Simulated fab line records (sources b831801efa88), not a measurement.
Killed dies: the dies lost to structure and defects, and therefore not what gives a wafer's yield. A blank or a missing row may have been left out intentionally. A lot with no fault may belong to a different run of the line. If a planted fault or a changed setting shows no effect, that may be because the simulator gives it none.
fab line records	flow sky130
[record] lots = 14	wafers = 42	last_day = 50
route steps=708 shown POLY_CUT@315 LI_CONTACT@374 CONTACT@407 PAD_OPEN@708
lots untouched by any fault: they come from a run of this same line in which no faults occurred
start_h: start of the lot's first displayed wafer, in hours after the record's first day	wait_h: how many hours have passed since the lot's step before this one	" repeats the value in the row above	L1.1+2: one row covering several wafers at once	- either no value or no given start	* or withheld: withheld	< > ~ a bound
route shown NAME@n: NAME is a module with steps in the file, n the number in the route of the first one	usual: average and standard deviation across the fault-free wafers	same: alike in all rows	chamber/n: place in a boat	sites: each site's reading	_std_site: how widely they spread, as a standard deviation	_edge_site: outer sites' mean less inner sites'	radius_mm: how far each site lies from the wafer's centre	mask NAME#n: copy n	behind: the most recent tool/chamber to have shaped the wafer	hold: what put the lot on hold/how long, in hours/how the hold closed	device: which transistor (n, p or np) failed to switch	end of line: the tests these same wafers got at the end of their route	a step given without rows: its recipe and nothing more	killed: dies that structure and defects cost at the first sort, which is not the same as the wafer's yield	map: a wafer's dies, x killed, . not, _ none there
set.NAME: the setting the step ran with; set.NAME@STEP: the setting that earlier step ran with	model.NAME: the simulator's own value behind a step, which no gauge read
one table for each step of the route and one row for each wafer, over a sample of lots
services: from which hour (start_h, from the record's first day; less than 0 if before it) a tool's chamber was out of use, for how many hours, and why
[[steps]]
[step SKY_POLY_CUT_CD_MEAS_08]
[recipe] target_cd_nm = 270
[usual] cd_nm = 270.1/1.1
lot.wafer	tool	chamber	start_h	wait_h	cd_nm
L940.1	cd_sem-01	-	561.87	-	270.5
L940.4	"	-	"	"	270.3
L940.6	"	-	"	"	271.4
L941.3	cd_sem-01	-	573.12	-	270.3
L941.4	"	-	"	"	271.5
L941.5	"	-	"	"	270.2
L942.1	cd_sem-02	-	577.72	-	271.2
L942.2	"	-	"	"	267.8
L942.6	"	-	"	"	269.4
L946.1	cd_sem-01	-	612.78	-	269.3
L946.2	"	-	"	"	269.9
L946.5	"	-	"	"	269.2
L949.2	cd_sem-01	-	638.99	-	268.7
L949.3	"	-	"	"	268.8
L949.4	"	-	"	"	268.4
L950.1	cd_sem-02	-	646.18	-	270.3
L950.3	"	-	"	"	269.1
L950.4	"	-	"	"	269.8
L951.2	cd_sem-01	-	655.05	-	267.7
L951.4	"	-	"	"	267.9
L951.5	"	-	"	"	268.1
L953.2	cd_sem-02	-	669.20	-	270.1
L953.3	"	-	"	"	269.1
L953.5	"	-	"	"	271.6
L954.3	cd_sem-01	-	677.52	-	271.4
L954.5	"	-	"	"	270.9
L954.6	"	-	"	"	272.0
L955.4	cd_sem-01	-	687.53	-	269.9
L955.5	"	-	"	"	271.2
L955.6	"	-	"	"	270.0
L956.2	cd_sem-01	-	693.25	-	270.3
L956.3	"	-	"	"	271.1
L956.5	"	-	"	"	270.5
L958.1	cd_sem-01	-	713.18	-	270.2
L958.4	"	-	"	"	270.7
L958.6	"	-	"	"	271.3
L959.2	cd_sem-02	-	716.85	-	269.4
L959.3	"	-	"	"	268.8
L959.5	"	-	"	"	270.3
L963.2	cd_sem-02	-	753.85	-	271.3
L963.3	"	-	"	"	270.0
L963.4	"	-	"	"	271.7
[step SKY_LI_CONTACT_CD_MEAS_12]
[recipe] target_cd_nm = 170
[usual] cd_nm = 170.0/1.5
lot.wafer	tool	chamber	start_h	wait_h	cd_nm
L940.1	cd_sem-02	-	680.53	-	168.0
L940.4	"	-	"	"	167.8
L940.6	"	-	"	"	168.3
L941.3	cd_sem-02	-	690.26	-	170.5
L941.4	"	-	"	"	171.1
L941.5	"	-	"	"	170.6
L942.1	cd_sem-01	-	694.43	-	169.0
L942.2	"	-	"	"	169.1
L942.6	"	-	"	"	169.0
L946.1	cd_sem-02	-	727.18	-	170.3
L946.2	"	-	"	"	170.9
L946.5	"	-	"	"	169.9
L949.2	cd_sem-02	-	753.39	-	169.9
L949.3	"	-	"	"	169.4
L949.4	"	-	"	"	168.1
L950.1	cd_sem-02	-	759.02	-	168.9
L950.3	"	-	"	"	171.4
L950.4	"	-	"	"	167.7
L951.2	cd_sem-02	-	767.94	-	169.7
L951.4	"	-	"	"	168.4
L951.5	"	-	"	"	170.0
L953.2	cd_sem-02	-	782.24	-	168.3
L953.3	"	-	"	"	169.9
L953.5	"	-	"	"	167.7
L954.3	cd_sem-01	-	789.36	-	172.1
L954.5	"	-	"	"	171.0
L954.6	"	-	"	"	171.5
L955.4	cd_sem-01	-	798.28	-	171.9
L955.5	"	-	"	"	171.3
L955.6	"	-	"	"	170.7
L956.2	cd_sem-01	-	804.24	-	170.9
L956.3	"	-	"	"	170.8
L956.5	"	-	"	"	172.7
L958.1	cd_sem-01	-	822.49	-	169.2
L958.4	"	-	"	"	170.1
L958.6	"	-	"	"	170.1
L959.2	cd_sem-01	-	826.30	-	171.4
L959.3	"	-	"	"	171.3
L959.5	"	-	"	"	172.9
L963.2	cd_sem-02	-	862.10	-	167.7
L963.3	"	-	"	"	168.7
L963.4	"	-	"	"	170.1
[step SKY_LI_CONTACT_SPUTTER_19]
[recipe] material = Ti	target_thk_nm = 20	chamber_pressure_pa = 4.826	power_w = 2500	substrate_temp_c = 200	time_s = 106.37
[usual] cathode_dc_power_W = 2500.0/0.42	chamber_pressure_pa = 4.825/0.0097	substrate_temp_c = 200.02/0.16	throttle_valve_pct = 29.9/0.93
lot.wafer	tool	chamber	start_h	wait_h	cathode_dc_power_W	chamber_pressure_pa	substrate_temp_c	throttle_valve_pct
L940.1	pvd_sputter-04	-	681.13	0.0	2500.2	4.824	200.15	31.4
L940.4	"	-	"	"	2500.6	4.823	199.91	30.3
L940.6	"	-	"	"	2499.6	4.820	199.83	30.1
L941.3	pvd_sputter-02	-	690.80	0.0	2500.6	4.824	200.05	30.3
L941.4	"	-	"	"	2500.4	4.825	199.92	29.8
L941.5	"	-	"	"	2500.2	4.815	200.21	30.5
L942.1	pvd_sputter-01	-	695.01	0.0	2499.6	4.827	199.94	30.7
L942.2	"	-	"	"	2500.5	4.831	199.80	29.5
L942.6	"	-	"	"	2499.7	4.835	200.22	31.1
L946.1	pvd_sputter-01	-	727.78	0.0	2500.4	4.834	200.01	29.4
L946.2	"	-	"	"	2500.3	4.844	200.20	30.8
L946.5	"	-	"	"	2499.9	4.815	199.96	30.9
L949.2	pvd_sputter-01	-	753.99	0.0	2499.6	4.815	199.80	30.9
L949.3	"	-	"	"	2500.4	4.819	200.11	29.4
L949.4	"	-	"	"	2500.0	4.826	200.06	29.0
L950.1	pvd_sputter-01	-	759.62	0.0	2499.6	4.825	200.12	29.1
L950.3	"	-	"	"	2499.0	4.820	199.96	30.8
L950.4	"	-	"	"	2499.9	4.835	200.13	30.9
L951.2	pvd_sputter-02	-	768.50	0.0	2500.5	4.822	199.82	29.1
L951.4	"	-	"	"	2499.9	4.820	200.02	30.0
L951.5	"	-	"	"	2500.3	4.820	200.01	30.8
L953.2	pvd_sputter-04	-	782.80	0.0	2499.7	4.838	200.21	31.3
L953.3	"	-	"	"	2499.9	4.825	199.71	28.9
L953.5	"	-	"	"	2500.0	4.834	199.67	29.2
L954.3	pvd_sputter-01	-	789.90	0.0	-	-	-	-
L954.5	"	-	"	"	-	-	-	-
L954.6	"	-	"	"	-	-	-	-
L955.4	pvd_sputter-01	-	798.80	0.0	-	-	-	-
L955.5	"	-	"	"	-	-	-	-
L955.6	"	-	"	"	-	-	-	-
L956.2	pvd_sputter-04	-	804.80	0.0	-	-	-	-
L956.3	"	-	"	"	-	-	-	-
L956.5	"	-	"	"	-	-	-	-
L958.1	pvd_sputter-01	-	823.06	0.0	2499.6	4.815	199.88	28.9
L958.4	"	-	"	"	2500.4	4.817	200.24	30.7
L958.6	"	-	"	"	2499.7	4.833	199.88	29.0
L959.2	pvd_sputter-02	-	826.87	0.0	2499.9	4.823	199.97	29.2
L959.3	"	-	"	"	2500.4	4.836	200.14	29.9
L959.5	"	-	"	"	2500.1	4.835	200.12	29.9
L963.2	pvd_sputter-02	-	862.67	0.0	2500.2	4.829	200.27	30.1
L963.3	"	-	"	"	2500.0	4.834	199.76	30.6
L963.4	"	-	"	"	2500.2	4.836	200.31	29.2
[step SKY_CONTACT_THK_MEAS_01]
[recipe] reads = Si3N4_of_CONTACT_CVD_00
[usual] CONTACT_CVD_00_THK = 75.2/1.1
lot.wafer	tool	chamber	start_h	wait_h	CONTACT_CVD_00_THK[nm]
L940.1	film_metro-01	-	711.25	-	74.5
L940.4	"	-	"	"	75.0
L940.6	"	-	"	"	75.8
L941.3	film_metro-04	-	720.64	-	73.7
L941.4	"	-	"	"	77.9
L941.5	"	-	"	"	75.5
L942.1	film_metro-01	-	725.22	-	73.3
L942.2	"	-	"	"	73.4
L942.6	"	-	"	"	74.6
L946.1	film_metro-04	-	756.59	-	74.6
L946.2	"	-	"	"	76.1
L946.5	"	-	"	"	75.9
L949.2	film_metro-01	-	784.27	-	74.8
L949.3	"	-	"	"	74.6
L949.4	"	-	"	"	74.7
L950.1	film_metro-02	-	787.89	-	75.8
L950.3	"	-	"	"	74.0
L950.4	"	-	"	"	75.7
L951.2	film_metro-01	-	796.78	-	75.7
L951.4	"	-	"	"	76.9
L951.5	"	-	"	"	75.3
L953.2	film_metro-01	-	810.65	-	75.1
L953.3	"	-	"	"	73.5
L953.5	"	-	"	"	74.5
L958.1	film_metro-04	-	850.60	-	73.8
L958.4	"	-	"	"	74.7
L958.6	"	-	"	"	73.8
L959.2	film_metro-04	-	854.99	-	74.1
L959.3	"	-	"	"	73.2
L959.5	"	-	"	"	74.1
L963.2	film_metro-04	-	890.58	-	73.9
L963.3	"	-	"	"	76.3
L963.4	"	-	"	"	75.2
[step SKY_PAD_OPEN_PROBE_99]
[usual] killed_at_M0_to_M3 = 42/7.2	killed_at_M4_up = 3.4/2.1	killed_at_contacts = 24/5.4	killed_at_front_end = 15/4	killed_at_other = 0.3/0.53	killed_dies = 85/8.8	killed_on_rim = 16/3.5	killed_open = 47/6.7	killed_short = 38/6.5
[same] gross_dies = 492	killed_at_back_side = 0
lot.wafer	tool	chamber	start_h	wait_h	killed_at_M0_to_M3	killed_at_M4_up	killed_at_contacts	killed_at_front_end	killed_at_other	killed_dies	killed_on_rim	killed_open	killed_short
L950.1	prober-02	-	1138.20	0.1	58	3	30	17	0	108	23	50	58
L950.3	prober-02	-	1138.30	0.2	33	1	31	15	0	80	11	46	34
L950.4	prober-02	-	1138.35	0.2	35	3	29	20	0	87	18	49	38
L954.3	prober-02	-	1161.26	0.2	48	2	427	14	1	492	96	48	39
L954.5	prober-02	-	1161.36	0.2	36	1	439	16	0	492	96	43	40
L954.6	prober-02	-	1161.41	0.2	37	3	438	14	0	492	96	39	33
L955.4	prober-01	-	1164.39	0.2	65	3	408	16	0	492	96	47	53
L955.5	prober-01	-	1164.44	0.2	29	3	443	16	1	492	96	45	29
L955.6	prober-01	-	1164.49	0.2	36	12	434	10	0	492	96	45	31
L956.2	prober-02	-	1168.71	0.1	45	2	427	18	0	492	96	50	42
L956.3	prober-02	-	1168.76	0.2	39	4	438	11	0	492	96	44	39
L956.5	prober-02	-	1168.86	0.2	41	2	427	22	0	492	96	41	46
// killed by level:class
L950.1 VIA1:geometric_particle:open=13 CONTACT:geometric_particle:open=11 VIA3:geometric_particle:short=9 VIA2:geometric_particle:open=9 POLY_GATE:geometric_particle:short=8 LI_CONTACT:geometric_particle:open=8 METAL2:geometric_particle:short=8 METAL1:geometric_particle:short=7
L950.3 LI_CONTACT:geometric_particle:open=13 VIA1:geometric_particle:open=13 CONTACT:geometric_particle:open=9 FIELD_ISO:geometric_particle:short=6 LOCAL_INTERCONNECT:geometric_particle:short=4 CONTACT:geometric_particle:short=4 VIA3:geometric_particle:short=4 FIELD_ISO:geometric_particle:open=3
L950.4 CONTACT:geometric_particle:open=12 VIA3:geometric_particle:open=9 VIA1:geometric_particle:open=7 CONTACT:geometric_particle:short=6 FIELD_ISO:geometric_particle:open=5 POLY_GATE:geometric_particle:open=5 FIELD_ISO:geometric_particle:short=4 LOCAL_INTERCONNECT:geometric_particle:short=4
L954.3 LI_CONTACT:area_sputter=403 VIA1:geometric_particle:open=9 CONTACT:geometric_particle:open=8 LI_CONTACT:geometric_particle:open=7 METAL2:geometric_particle:short=7 VIA3:geometric_particle:open=7 VIA1:geometric_particle:short=6 METAL3:geometric_particle:short=5
L954.5 LI_CONTACT:area_sputter=408 LI_CONTACT:geometric_particle:open=13 CONTACT:geometric_particle:short=8 VIA3:geometric_particle:open=7 VIA1:geometric_particle:open=6 FIELD_ISO:geometric_particle:short=5 VIA1:geometric_particle:short=5 METAL1:geometric_particle:open=4
L954.6 LI_CONTACT:area_sputter=420 VIA1:geometric_particle:open=8 CONTACT:geometric_particle:open=6 VIA1:geometric_particle:short=6 VIA3:geometric_particle:open=6 VIA2:geometric_particle:open=5 LI_CONTACT:geometric_particle:short=4 METAL1:geometric_particle:open=4
L955.4 LI_CONTACT:area_sputter=392 VIA1:geometric_particle:open=13 VIA1:geometric_particle:short=11 METAL2:geometric_particle:short=10 VIA3:geometric_particle:open=9 POLY_GATE:geometric_particle:short=7 VIA2:geometric_particle:open=7 METAL1:geometric_particle:short=6
L955.5 LI_CONTACT:area_sputter=418 LI_CONTACT:geometric_particle:open=12 VIA1:geometric_particle:open=7 CONTACT:geometric_particle:open=6 VIA2:geometric_particle:open=5 POLY_GATE:geometric_particle:open=4 METAL1:geometric_particle:short=4 VIA3:geometric_particle:open=4
L955.6 LI_CONTACT:area_sputter=416 CONTACT:geometric_particle:open=10 VIA1:geometric_particle:open=9 METAL4:geometric_particle:short=7 VIA3:geometric_particle:open=7 METAL1:geometric_particle:short=5 VIA1:geometric_particle:short=5 VIA2:geometric_particle:open=5
L956.2 LI_CONTACT:area_sputter=400 CONTACT:geometric_particle:open=10 VIA1:geometric_particle:open=10 VIA2:geometric_particle:open=7 LI_CONTACT:geometric_particle:open=6 CONTACT:geometric_particle:short=6 POLY_GATE:geometric_particle:open=5 VIA1:geometric_particle:short=4
L956.3 LI_CONTACT:area_sputter=409 CONTACT:geometric_particle:open=13 METAL2:geometric_particle:short=9 LI_CONTACT:geometric_particle:open=6 VIA3:geometric_particle:open=6 LOCAL_INTERCONNECT:geometric_particle:short=5 METAL1:geometric_particle:short=5 POLY_GATE:geometric_particle:short=4
L956.5 LI_CONTACT:area_sputter=405 POLY_GATE:geometric_particle:short=9 VIA1:geometric_particle:open=9 LI_CONTACT:geometric_particle:open=7 METAL2:geometric_particle:short=7 LI_CONTACT:geometric_particle:short=6 CONTACT:geometric_particle:open=6 VIA2:geometric_particle:open=6
[[services]]
tool	chamber	start_h	hours	kind
pvd_sputter-04	-	688.62	3.6	repair
pvd_sputter-02	-	703.61	2.1	repair
pvd_sputter-02	2	707.06	-	consumable_replace:kit
pvd_sputter-02	2	707.06	18.0	scheduled_down
pvd_sputter-02	2	707.06	18.0	vent_cycle
pvd_sputter-01	-	744.19	2.5	repair
pvd_sputter-04	1	794.45	-	consumable_replace:kit
pvd_sputter-04	1	794.45	18.0	scheduled_down
pvd_sputter-04	1	794.45	18.0	vent_cycle
pvd_sputter-01	0	838.04	-	consumable_replace:kit
pvd_sputter-01	0	838.04	18.0	scheduled_down
pvd_sputter-01	0	838.04	18.0	vent_cycle
pvd_sputter-04	-	839.28	0.5	repair
pvd_sputter-01	-	847.65	0.8	repair
[[key]]
[first_sign] step = SKY_LI_CONTACT_SPUTTER_19	reading = tool_record	direction = missing
[effect] step = SKY_PAD_OPEN_PROBE_99	reading = killed_at_contacts	direction = up	sigmas = 75	usual = 24	struck = 431
[more_kills_born_at] SKY_LI_CONTACT_SPUTTER_19@pvd_sputter-01 = 2457	SKY_LI_CONTACT_SPUTTER_19@pvd_sputter-04 = 1214
met_at SKY_LI_CONTACT_SPUTTER_19
struck_lots L954,L955,L956
later_rows_left_out L954.3,L954.5,L954.6,L955.4,L955.5,L955.6,L956.2,L956.3,L956.5
tester_left_out L954,L955,L956
not_acting_at SKY_POLY_CUT_CD_MEAS_08,SKY_LI_CONTACT_CD_MEAS_12,SKY_CONTACT_THK_MEAS_01
onset_between 782.80 789.90
[fault] kind = skipped_step_whole	tool = pvd_sputter-01,pvd_sputter-04	chamber = -	onset_h = 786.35	steps = SKY_LI_CONTACT_SPUTTER_19	scope = struck_lots_only
// tester_left_out: of these lots the tester's yield and bins aren't shown, on N5 and GAA mostly nor the transistor test; their killed dies are dies lost to structure and defects alone, not to doping, threshold or leakage, so they don't give the yield
// later_rows_left_out: the simulator's readings of these wafers behind a module that went badly wrong aren't trusted and aren't shown, but for the sort
